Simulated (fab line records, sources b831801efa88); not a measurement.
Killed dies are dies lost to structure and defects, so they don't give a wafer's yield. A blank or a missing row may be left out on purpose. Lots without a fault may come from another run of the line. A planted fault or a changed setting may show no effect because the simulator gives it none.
Problem report in the 8D (eight disciplines) form, filled by code | flow sky130 | the parts of the form that need people (team, actions taken, sign-off) are left out

1. THE PROBLEM
run_length_s at SKY_VIA4_SOFTBAKE_07 reads a mean of 107.88 s on 6 wafers of 2 lots; wafers without a fault read 89.13 s with a standard deviation of 0.19. That is +99 standard deviations from the usual mean.
The step: time 60 s.
First seen on wafer L653.3, day 45 08:04, on litho_track-01. The record holds 18 wafers of 6 lots with a number at this step. Rule for "out", or "out of limits": more than 4 standard deviations from the usual mean. The other wafers with a number count as sound.

2. WHAT IT IS AND WHAT IT IS NOT
question                    | is                     | is not
which readings at this step | run_length_s           | -
which lots                  | L653, L655             | L647, L648, L660, L666
which wafers of those lots  | all that have a number | -
read on which tools         | litho_track-01         | litho_track-02
when                        | from day 45 08:04      | up to then (6 sound wafers); but 6 sound wafers of L660, L666 came after

3. SUSPECTS, AND WHAT RULES EACH OUT
Counting: a tool at a process step up to the reading stays a suspect if it ran every lot that is out and no sound lot after the first of them.
- plasma_asher-02 at SKY_METAL4_STRIP_19 (strips in O2/N2): kept. It ran every lot that is out, first L653 (day 44 20:32), and no sound lot after that; its last sound lot up to then is L648 (day 43 07:48).
- cmp-01 at SKY_VIA4_CMP_02 (polishes SiO2): ruled out as a lasting fault. Sound lots L666 ran on it after its first lot that is out, L653 (day 44 21:31).
- litho_track-01 at SKY_VIA4_SOFTBAKE_07 (time 60 s): kept. It ran every lot that is out, first L653 (day 45 08:04), and no sound lot after that; its last sound lot up to then is L647 (day 43 08:34). Its own readings are out on those wafers: run_length_s.
Left after counting: plasma_asher-02 at SKY_METAL4_STRIP_19, litho_track-01 at SKY_VIA4_SOFTBAKE_07.

4. THE CAUSE (what the simulator had put in)
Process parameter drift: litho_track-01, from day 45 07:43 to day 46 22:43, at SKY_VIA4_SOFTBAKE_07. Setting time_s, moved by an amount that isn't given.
Counting left 2 suspects, and this tool is among them.

5. THE CHAIN OF EFFECTS, in route order
Each row: a reading whose mean over the struck wafers that have a number lies more than 3 standard deviations from the usual. Only readings for which the record gives a usual standard deviation are gone through. hours: the time from each lot's start at the first step in this table that gives one to its start at this step, as a median over the lots. sigmas: the change in usual standard deviations.
hours | step                 | reading      | usual   | on struck wafers | change | sigmas
0     | SKY_VIA4_SOFTBAKE_07 | run_length_s | 89.13 s | 107.88           | +18.75 | +99
The process steps in it:
- SKY_VIA4_SOFTBAKE_07: time 60 s.
Later measuring or inspecting steps at which every struck wafer that the step has a row for has a number for every such reading, and none has moved that far: SKY_VIA4_OVL_MEAS_11.

6. WHAT WOULD HAVE CAUGHT IT SOONER
In this record the first reading out of limits was taken at day 45 08:04, 0 hours after the fault began at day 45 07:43.
